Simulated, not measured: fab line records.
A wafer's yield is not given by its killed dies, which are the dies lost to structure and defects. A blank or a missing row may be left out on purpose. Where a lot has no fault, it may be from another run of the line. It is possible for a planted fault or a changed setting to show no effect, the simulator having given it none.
Matching of chambers + flow sky130 + rie diel-02 running SKY_METAL3_ETCH_17: 4 sister chambers
The step etches SiO2 in C4F8/O2/Ar, stops on TiN, time 3.9 s, target depth 15 nm. 8 wafers are shown with their chamber, then 9 later ones without.

WAFERS, EACH WITH ITS CHAMBER
| wafer  | chamber | oes product au (a.u.) |
|--------|---------|-----------------------|
| L085.2 | 2       | 0.753                 |
| L085.4 | 1       | 0.753                 |
| L089.1 | 0       | 0.761                 |
| L089.3 | 3       | 0.760                 |
| L089.4 | 1       | 0.763                 |
| L093.1 | 2       | 0.737                 |
| L093.3 | 3       | 0.759                 |
| L093.5 | 0       | 0.769                 |

WAFERS MISSING THEIR CHAMBER
| wafer  | oes product au (a.u.) |
|--------|-----------------------|
| L094.2 | 0.744                 |
| L094.4 | 0.754                 |
| L094.6 | 0.763                 |
| L091.1 | 0.760                 |
| L091.2 | 0.748                 |
| L091.3 | 0.767                 |
| L092.2 | 0.751                 |
| L092.3 | 0.740                 |
| L092.5 | 0.754                 |

EACH ONE'S CHAMBER
| wafer  | from the rows above               | in truth |
|--------|-----------------------------------|----------|
| L094.2 | can't be placed: 2 or 1 or 3      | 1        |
| L094.4 | can't be placed: 1 or 3 or 2 or 0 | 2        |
| L094.6 | can't be placed: 0 or 3 or 1      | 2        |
| L091.1 | can't be placed: 3 or 1 or 0 or 2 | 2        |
| L091.2 | can't be placed: 2 or 1 or 3 or 0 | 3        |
| L091.3 | can't be placed: 0 or 3 or 1      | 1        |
| L092.2 | can't be placed: 2 or 1 or 3 or 0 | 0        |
| L092.3 | can't be placed: 2 or 1 or 3      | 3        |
| L092.5 | can't be placed: 1 or 3 or 2 or 0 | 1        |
0 of 9 placed correctly. Can't be placed from these rows: 9 (the true chamber is among the candidates in 8). Wrongly placed: 0.
How it was worked out, from the rows above alone: a wafer's distance from a chamber is the root of the sum, over the readings, of the square of ((its reading less the chamber's mean) divided by the reading's scatter). If the next closest chamber is less than 2 further off than the closest, the wafer can't be placed; otherwise it belongs to the closest. For every chamber, the mean is computed from those of its wafers that are shown. The scatter: the root of (the sum of the squares of (reading less its chamber's mean) over the shown wafers, divided by (wafers less chambers)).
